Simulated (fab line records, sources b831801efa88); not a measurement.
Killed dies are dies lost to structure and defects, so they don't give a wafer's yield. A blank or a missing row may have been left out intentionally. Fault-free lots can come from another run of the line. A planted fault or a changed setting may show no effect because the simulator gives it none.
Which tool did it?    flow sky130    72 wafers from 24 lots sampled at 6 of the route's 708 steps

## WHAT THE GAUGES READ, wafer by wafer
SKY_FIELD_ISO_THK_MEAS_04. Usual: FIELD_ISO_CVD_03_THK 164.4 nm, standard deviation 1.3.
lot   measured     on             FIELD_ISO_CVD_03_THK (nm)  flag
L074  day 1 13:38  film-metro-03  164.9 164.0 164.5          
L075  day 1 20:56  film-metro-04  165.8 166.1 166.5          
L076  day 2 01:00  film-metro-04  164.2 163.4 163.6          
L077  day 2 07:23  film-metro-01  163.7 164.0 163.4          
L078  day 2 09:29  film-metro-01  167.2 166.0 165.8          
L079  day 2 14:59  film-metro-03  162.0 162.7 161.8          
L080  day 2 20:17  film-metro-01  165.0 164.4 165.7          
L081  day 3 02:28  film-metro-01  163.4 164.2 164.7          
L082  day 3 06:05  film-metro-03  163.6 163.9 164.3          
L083  day 3 12:30  film-metro-03  162.6 164.3 164.7          
L084  day 3 15:38  film-metro-03  164.7 164.4 164.2          
L085  day 3 21:17  film-metro-04  163.4 163.6 162.9          
L086  day 4 01:41  film-metro-04  165.5 163.6 164.2          
L087  day 4 06:55  film-metro-01  163.7 162.8 162.8          
L088  day 4 13:28  film-metro-03  163.4 161.5 164.8          
L089  day 4 17:49  film-metro-01  165.6 164.9 164.4          
L090  day 4 21:29  film-metro-03  164.7 165.0 165.7          
L091  day 5 03:14  film-metro-01  165.9 166.4 167.1          
L092  day 5 08:22  film-metro-03  164.8 164.9 164.7          
L093  day 5 12:29  film-metro-04  163.0 164.7 164.0          
L094  day 5 17:45  film-metro-03  163.5 163.4 164.0          
L096  day 6 05:41  film-metro-03  165.4 165.4 166.4          
L095  day 6 05:41  film-metro-01  163.5 162.9 163.5          
L097  day 6 12:00  film-metro-01  167.2 166.3 165.7          

SKY_VT_ADJUST_NCORE_CD_MEAS_07: target cd 380 nm. Usual: 381.7 nm for cd-nm, sd 2.8.
lot   measured      on         cd-nm (nm)         flag
L074  day 8 13:25   cd-sem-01  382.8 382.6 385.0  
L075  day 8 20:35   cd-sem-01  385.5 382.3 382.0  
L076  day 9 05:59   cd-sem-02  377.5 378.3 378.5  
L077  day 9 15:58   cd-sem-02  381.6 381.7 380.8  
L078  day 9 17:39   cd-sem-01  381.4 381.5 384.1  
L079  day 10 02:38  cd-sem-02  380.4 383.5 381.9  
L080  day 10 07:52  cd-sem-01  377.7 376.5 376.7  
L081  day 10 17:16  cd-sem-01  380.0 379.1 378.2  
L082  day 10 17:41  cd-sem-01  381.1 377.7 377.2  
L083  day 11 05:20  cd-sem-02  385.0 384.4 385.1  
L084  day 11 08:47  cd-sem-01  381.3 380.1 379.1  
L085  day 11 18:20  cd-sem-01  383.8 383.0 382.0  
L086  day 12 02:34  cd-sem-02  380.9 380.2 381.8  
L087  day 12 07:14  cd-sem-01  382.6 383.9 382.0  
L088  day 12 16:55  cd-sem-01  379.7 378.2 380.1  
L089  day 13 01:25  cd-sem-01  386.2 385.8 384.2  
L090  day 13 13:46  cd-sem-01  384.4 386.0 386.9  
L091  day 13 21:02  cd-sem-01  383.3 382.4 384.9  
L092  day 14 05:08  cd-sem-02  384.5 381.5 383.2  
L093  day 14 06:25  cd-sem-02  381.8 382.0 381.8  
L094  day 14 14:10  cd-sem-01  380.8 382.2 384.2  
L096  day 15 04:35  cd-sem-01  384.6 386.0 384.8  
L095  day 15 01:40  cd-sem-02  381.2 378.4 378.8  
L097  day 15 11:53  cd-sem-02  378.4 381.5 378.6  

SKY_SONOS_TUNNEL_OVL_MEAS_08. Usual: SONOS_TUNNEL_OVL 0.2 nm, standard deviation 1.5.
lot   measured      on          SONOS_TUNNEL_OVL (nm)  flag
L074  day 11 08:35  overlay-02  0.9 0.8 1.7            
L075  day 11 16:47  overlay-01  -1.9 -2.4 -3.9         
L076  day 12 03:27  overlay-01  1.2 0.1 0.7            
L077  day 12 15:29  overlay-01  -1.3 -1.5 -1.7         
L078  day 12 16:54  overlay-02  0.7 1.4 -0.2           
L079  day 13 03:19  overlay-02  -0.5 0.7 0.8           
L080  day 13 07:16  overlay-02  1.9 0.3 -0.2           
L081  day 13 18:54  overlay-02  0.7 1.1 0.3            
L082  day 13 19:12  overlay-01  -2.2 -1.3 -3.2         
L083  day 14 08:09  overlay-02  0.3 1.6 -1.3           
L084  day 14 10:45  overlay-02  1.9 0.5 1.3            
L085  day 14 22:43  overlay-02  1.0 1.6 1.7            
L086  day 15 08:44  overlay-02  1.1 1.4 0.3            
L087  day 15 12:33  overlay-01  0.7 -0.4 -0.6          
L088  day 16 01:30  overlay-02  1.1 1.7 1.4            
L089  day 16 10:05  overlay-02  2.3 0.8 1.4            
L090  day 17 00:11  overlay-01  0.1 1.0 0.9            
L091  day 17 07:05  overlay-02  2.1 1.6 1.5            
L092  day 17 18:18  overlay-01  -1.2 -1.1 -1.2         
L093  day 17 19:32  overlay-01  -2.0 -2.8 0.1          
L094  day 18 02:44  overlay-01  -1.6 -0.1 -2.1         
L096  day 18 19:16  overlay-01  -2.6 -3.1 -3.5         
L095  day 18 15:55  overlay-02  3.0 0.3 0.3            
L097  day 19 04:10  overlay-02  -0.2 -0.3 -0.5         

SKY_VIA4_THK_MEAS_20: measures by xrf. Usual: VIA4_W_THK 518 nm, standard deviation 6.3.
lot   measured      on             VIA4_W_THK (nm)  flag
L074  day 42 21:17  film-metro-04  515 512 521      
L075  day 43 00:55  film-metro-01  525 521 531      
L076  day 43 08:32  film-metro-01  528 525 525      
L077  day 44 04:23  film-metro-01  511 517 512      
L078  day 44 05:22  film-metro-01  512 524 523      
L079  day 44 08:48  film-metro-04  515 516 503      
L080  day 44 13:47  film-metro-04  504 516 520      
L081  day 44 18:58  film-metro-04  510 512 511      
L082  day 44 22:42  film-metro-01  510 521 517      
L083  day 45 10:18  film-metro-04  507 518 510      
L084  day 45 13:30  film-metro-04  526 523 528      
L085  day 45 20:36  film-metro-01  523 527 513      
L086  day 46 07:12  film-metro-04  522 525 520      
L087  day 46 09:59  film-metro-04  524 523 526      
L088  day 46 13:44  film-metro-01  517 515 520      
L089  day 47 00:52  film-metro-04  526 522 522      
L090  day 47 12:41  film-metro-04  515 525 514      
L091  day 47 09:42  film-metro-04  508 522 517      
L092  day 47 20:28  film-metro-04  519 510 514      
L093  day 48 01:08  film-metro-01  528 517 523      
L094  day 48 05:07  film-metro-01  505 506 515      
L096  day 48 18:20  film-metro-01  507 513 514      
L095  day 48 07:38  film-metro-04  518 530 518      
L097  day 48 18:59  film-metro-01  520 521 508      

## TOOL THAT RAN EACH LOT (tool first, then ch and the chambers of the sampled wafers, then the start)
lot   SKY_FIELD_ISO_ETCH_14              SKY_FIELD_ISO_CMP_27
L074  rie-diel-01 ch 0,3, day 2 04:05    cmp-01 ch 1,2, day 2 09:08
L075  rie-diel-04 ch 1,3, day 2 11:59    cmp-01 ch 0,2,3, day 2 15:50
L076  rie-diel-02 ch 0,1,3, day 2 16:21  cmp-02 ch 0,2,3, day 2 20:36
L077  rie-diel-02 ch 0,1, day 2 23:38    cmp-02 ch 1,2,3, day 3 04:39
L078  rie-diel-04 ch 0,1,3, day 3 01:20  cmp-02 ch 0,2,3, day 3 05:15
L079  rie-diel-01 ch 1,2, day 3 06:56    cmp-01 ch 0,3, day 3 12:59
L080  rie-diel-02 ch 0,1,3, day 3 12:03  cmp-01 ch 0,2,3, day 3 16:46
L081  rie-diel-04 ch 0,2,3, day 3 18:18  cmp-02 ch 0,1,3, day 3 22:44
L082  rie-diel-01 ch 1,2, day 3 22:34    cmp-01 ch 0,1, day 4 01:59
L083  rie-diel-01 ch 0,1,2, day 4 04:41  cmp-01 ch 1,2, day 4 09:22
L084  rie-diel-01 ch 0,2,3, day 4 08:09  cmp-01 ch 0,1,2, day 4 12:12
L085  rie-diel-01 ch 1,2, day 4 14:02    cmp-02 ch 1,2, day 4 19:02
L086  rie-diel-02 ch 1,2,3, day 4 18:38  cmp-02 ch 0,1,3, day 4 22:33
L087  rie-diel-02 ch 0,1, day 4 23:45    cmp-01 ch 0,1, day 5 04:37
L088  rie-diel-02 ch 0,3, day 5 06:53    cmp-01 ch 1,3, day 5 10:20
L089  rie-diel-02 ch 0,2,3, day 5 12:14  cmp-02 ch 0,1,2, day 5 17:31
L090  rie-diel-04 ch 0,2,3, day 5 15:53  cmp-01 ch 0,2,3, day 6 00:29
L091  rie-diel-02 ch 0,1,3, day 5 21:26  cmp-02 ch 0,2,3, day 6 07:21
L092  rie-diel-04 ch 0,2,3, day 6 03:14  cmp-01 ch 0,2,3, day 6 11:30
L093  rie-diel-04 ch 1,3, day 6 07:20    cmp-01 ch 0,3, day 6 13:58
L094  rie-diel-02 ch 0,2, day 6 12:21    cmp-01 ch 0,1,3, day 6 20:22
L096  rie-diel-01 ch 1,2,3, day 7 01:35  cmp-01 ch 0,2,3, day 7 06:41
L095  rie-diel-04 ch 2,3, day 7 00:20    cmp-01 ch 1,2,3, day 7 05:11
L097  rie-diel-04 ch 0,2,3, day 7 06:12  cmp-01 ch 0,3, day 7 10:47
- SKY_FIELD_ISO_ETCH_14: etches BARC in N2/H2, stops on SiO2, time 45.9 s, target depth 60 nm.
- SKY_FIELD_ISO_CMP_27: polishes, stops on Si3N4, t overpolish 16 s, target thk 457.8 nm.

## AS READ BY THE TOOLS THEMSELVES (means over the sampled wafers that have a number; for cases with no such wafer, the mark the record gives instead)
SKY_FIELD_ISO_ETCH_14. Usual: bias-w 100.0 W, standard deviation 0.3; drypump-motor-current-A 5.7 A, standard deviation 0.33; oes-product-au 0.854 a.u., standard deviation 0.0052; throttle-valve-pct 13.226 %, standard deviation 0.0088.
lot   tool         bias-w (W)  drypump-motor-current-A (A)  oes-product-au (a.u.)  throttle-valve-pct (%)  flag
L074  rie-diel-01  99.8        5.4                          0.850                  13.228                  
L075  rie-diel-04  100.4       5.4                          0.854                  13.223                  
L076  rie-diel-02  99.8        5.7                          0.853                  13.221                  
L077  rie-diel-02  99.9        5.7                          0.849                  13.223                  
L078  rie-diel-04  100.1       5.5                          0.855                  13.229                  
L079  rie-diel-01  100.1       5.8                          0.853                  13.226                  
L080  rie-diel-02  100.1       5.7                          0.849                  13.223                  
L081  rie-diel-04  99.8        5.9                          0.852                  13.226                  
L082  rie-diel-01  100.1       5.8                          0.856                  13.226                  
L083  rie-diel-01  99.7        5.7                          0.855                  13.236                  
L084  rie-diel-01  99.7        5.6                          0.855                  13.227                  
L085  rie-diel-01  100.1       5.9                          0.854                  13.229                  
L086  rie-diel-02  100.0       5.7                          0.857                  13.220                  
L087  rie-diel-02  99.7        5.7                          0.858                  13.230                  
L088  rie-diel-02  100.1       5.5                          0.855                  13.230                  
L089  rie-diel-02  100.0       5.5                          0.850                  13.226                  
L090  rie-diel-04  100.1       5.9                          0.850                  13.230                  
L091  rie-diel-02  99.9        5.7                          0.855                  13.225                  
L092  rie-diel-04  99.8        5.9                          0.856                  13.228                  
L093  rie-diel-04  100.1       5.4                          0.851                  13.229                  
L094  rie-diel-02  100.2       5.4                          0.853                  13.221                  
L096  rie-diel-01  100.2       5.7                          0.853                  13.224                  
L095  rie-diel-04  99.8        6.2                          0.852                  13.227                  
L097  rie-diel-04  99.9        5.9                          0.860                  13.220                  

SKY_FIELD_ISO_CMP_27. Usual: edge-zone-pressure-frac 1.000, standard deviation 0.0048; head-pressure-psi 3.999 psi, standard deviation 0.0096; motor-current-A 11.0 A, standard deviation 1; overpolish-run-s 16.001 s, standard deviation 0.0082; time-to-endpoint-s 110 s, standard deviation 4.5.
lot   tool    edge-zone-pressure-frac  head-pressure-psi (psi)  motor-current-A (A)  overpolish-run-s (s)  time-to-endpoint-s (s)  flag
L074  cmp-01  0.994                    3.995                    12.4                 15.993                111                     
L075  cmp-01  1.002                    3.991                    10.7                 15.997                111                     
L076  cmp-02  0.999                    3.995                    10.1                 16.005                115                     
L077  cmp-02  0.998                    4.000                    10.7                 15.999                121                     
L078  cmp-02  0.999                    4.001                    10.6                 16.000                118                     
L079  cmp-01  1.001                    4.000                    11.0                 15.996                111                     
L080  cmp-01  1.007                    4.005                    11.0                 16.003                106                     
L081  cmp-02  0.997                    4.006                    10.8                 16.001                108                     
L082  cmp-01  1.000                    3.994                    11.0                 16.001                112                     
L083  cmp-01  0.996                    4.004                    12.0                 16.002                108                     
L084  cmp-01  1.001                    3.994                    11.2                 15.999                110                     
L085  cmp-02  0.991                    3.997                    10.5                 15.997                115                     
L086  cmp-02  1.002                    4.005                    11.1                 16.002                105                     
L087  cmp-01  0.997                    3.997                    11.1                 16.000                113                     
L088  cmp-01  1.003                    4.007                    11.4                 16.001                108                     
L089  cmp-02  1.005                    3.997                    10.6                 15.999                109                     
L090  cmp-01  0.998                    4.005                    10.7                 16.008                104                     
L091  cmp-02  1.002                    3.998                    10.3                 16.012                108                     
L092  cmp-01  0.999                    3.985                    10.5                 15.999                112                     
L093  cmp-01  1.001                    4.006                    10.8                 15.998                107                     
L094  cmp-01  1.004                    4.003                    11.3                 16.003                108                     
L096  cmp-01  1.001                    4.007                    10.8                 16.003                106                     
L095  cmp-01  1.001                    4.002                    11.9                 16.010                108                     
L097  cmp-01  0.999                    4.007                    10.7                 16.000                113                     

## THE ANSWER, worked out from the rows above alone
Rule: lot off if the mean of its wafers having a number is beyond 3 standard deviations from the usual mean. Also off: a lot with no number at a reading for which 4 or more lots have one. Where the step has rows for the other lots, those lots are counted as sound. First the gauges in route order, then the tools' own readings, where a lot's mean is used as printed above. At the first step where some lot is off, the reading lying furthest off is the one used; lots without a number count as furthest.
Across all readings shown, no lot is off: no conclusion can be drawn from this.

## WHAT THE SIMULATOR HAD INSERTED
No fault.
